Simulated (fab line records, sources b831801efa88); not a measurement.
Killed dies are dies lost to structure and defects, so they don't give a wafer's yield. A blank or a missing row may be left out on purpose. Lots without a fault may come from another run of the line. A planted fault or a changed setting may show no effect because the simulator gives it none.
Chamber matching | flow sky130 | SKY_VIA1_ETCH_14 on rie_diel-01: 4 sister chambers
The step etches BARC in N2/H2, stops on SiO2, time 45.9 s, target depth 60 nm. 4 wafers are shown with their chamber, then 7 later ones without.

WAFERS WITH THEIR CHAMBER
wafer  | chamber | drypump_motor_current_A (A)
L085.2 | 3       | 5.5
L085.3 | 2       | 5.9
L087.4 | 1       | 5.5
L087.5 | 0       | 5.0

WAFERS WITHOUT THEIR CHAMBER
wafer  | drypump_motor_current_A (A)
L087.6 | 5.5
L095.2 | 5.0
L095.3 | 5.5
L095.4 | 5.5
L096.1 | 5.8
L096.5 | 5.5
L096.6 | 5.0

WHICH CHAMBER EACH WENT THROUGH
wafer  | from the rows above     | in truth
L087.6 | can't be placed: 1 or 3 | 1
L095.2 | 0                       | 0
L095.3 | can't be placed: 1 or 3 | 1
L095.4 | can't be placed: 1 or 3 | 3
L096.1 | 2                       | 2
L096.5 | can't be placed: 1 or 3 | 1
L096.6 | 0                       | 0
Placed correctly: 3 of 7. Can't be placed from these rows: 4 (the true chamber is among the candidates in 4). Placed wrongly: 0.
How it was worked out, from the rows above alone: a wafer's distance from a chamber is the root of the sum, over the readings, of the square of ((its reading less the chamber's mean) divided by the reading's scatter). The wafer belongs to the nearest chamber; if the next one is less than 2 further off, it can't be placed. A chamber's mean is the mean of its shown wafers. The scatter: with one shown wafer a chamber, the root of the mean of the squares of how far each hidden wafer lies from its nearest shown one.
